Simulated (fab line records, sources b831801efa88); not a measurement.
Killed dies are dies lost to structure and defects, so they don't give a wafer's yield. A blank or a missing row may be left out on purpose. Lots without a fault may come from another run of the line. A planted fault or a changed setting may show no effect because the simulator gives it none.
One fault seen from 2 desks | flow gf180mcu | each desk has only its own numbers; what lay behind them comes last

THE TOOL OWNER'S DESK: wet_bench-01
The tool's own readings at GF_POLY_GATE_CLEAN_15 (cleans in SC1/SC2, time 150 s): means of the sampled wafers that have a number, for each lot that ran on this tool. A lot is out of limits, marked OUT, if its mean lies more than 4 standard deviations from the usual mean; the brackets give that distance.
Columns: A = temp_c at GF_POLY_GATE_CLEAN_15, usual 70.01 C
lot  | first seen here | A
L871 | day 9 05:10     | 70.05
L874 | day 10 01:41    | 69.94
L876 | day 10 19:20    | 69.98
L879 | day 11 15:08    | 69.92
L880 | day 11 23:23    | 70.02
L882 | day 12 11:59    | 70.07
L883 | day 12 16:22    | 70.04
L885 | day 13 10:20    | 69.98
L886 | day 13 14:05    | 70.08
L888 | day 14 09:50    | 70.01
This desk's finding: nothing out of limits on any of the 10 lots.

THE METROLOGY DESK
What the gauges read, lot by lot, whatever tool the lot ran on: means of the sampled wafers that have a number. A lot is out of limits, marked OUT, if its mean lies more than 4 standard deviations from the usual mean; the brackets give that distance.
Columns: A = V5_W_RS at GF_V5_RS_MEAS_24, usual 0.327 ohm/sq; B = V5_W_THK at GF_V5_THK_MEAS_25, usual 357 nm
lot  | first seen here | A     | B
L871 | day 27 08:29    | 0.326 | 353
L874 | day 28 07:19    | 0.324 | 354
L873 | day 28 09:48    | 0.329 | 349
L875 | day 28 15:03    | 0.323 | 356
L876 | day 29 02:07    | 0.327 | 352
L879 | day 29 22:57    | 0.328 | 351
L880 | day 30 06:23    | 0.330 | 357
L881 | day 30 15:09    | 0.326 | 361
L882 | day 30 19:52    | 0.320 | 359
L883 | day 30 23:42    | 0.326 | 353
L885 | day 31 17:56    | 0.325 | 367
L886 | day 31 18:33    | 0.325 | 353
L888 | day 32 12:14    | 0.325 | 365
This desk's finding: nothing out of limits on any of the 13 lots.

PUT TOGETHER
The tool owner's desk saw nothing out of limits.
The metrology desk saw nothing out of limits.

WHAT THE SIMULATOR HAD PUT IN
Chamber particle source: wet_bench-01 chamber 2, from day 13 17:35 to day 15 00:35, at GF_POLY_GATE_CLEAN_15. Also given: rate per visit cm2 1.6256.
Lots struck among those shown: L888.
